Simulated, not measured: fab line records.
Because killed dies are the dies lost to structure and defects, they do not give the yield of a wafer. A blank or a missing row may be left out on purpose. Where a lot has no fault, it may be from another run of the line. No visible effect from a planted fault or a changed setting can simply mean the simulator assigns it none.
Chamber matching    flow gf180mcu    GF_V2_CMP_04 on cmp-01: 4 sister chambers
The step polishes SiO2. 4 wafers are shown with their chamber, then 9 later ones without.

== WAFERS WITH THEIR CHAMBER ==
wafer   chamber  motor_current_A (A)
L787.6  0        14.1
L792.3  1        10.7
L792.4  2        11.6
L792.6  3        10.1

== WAFERS WITHOUT THEIR CHAMBER ==
wafer   motor_current_A (A)
L796.3  10.6
L796.5  9.8
L796.6  15.1
L797.1  11.6
L797.4  10.9
L797.5  10.8
L801.2  10.5
L801.5  14.8
L801.6  11.3

== CHAMBER TAKEN BY EACH ==
wafer   from the rows above           in truth
L796.3  can't be placed: 1 or 3       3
L796.5  can't be placed: 3 or 1       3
L796.6  0                             0
L797.1  2                             2
L797.4  can't be placed: 1 or 2 or 3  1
L797.5  can't be placed: 1 or 3 or 2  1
L801.2  can't be placed: 1 or 3       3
L801.5  0                             0
L801.6  can't be placed: 2 or 1       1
Correctly placed: 3 of 9. Unplaceable from these rows: 6, with the true chamber sitting among the candidates in 6. Number placed wrongly: 0.
How it was worked out, from the rows above alone: a wafer's distance from a chamber is the root of the sum, over the readings, of the square of ((its reading less the chamber's mean) divided by the reading's scatter). The wafer belongs to the nearest chamber; if the next one is less than 2 further off, it can't be placed. A chamber's mean is the mean of its shown wafers. The scatter: root of mean squared gap, hidden wafer to nearest shown wafer, with one shown wafer a chamber.
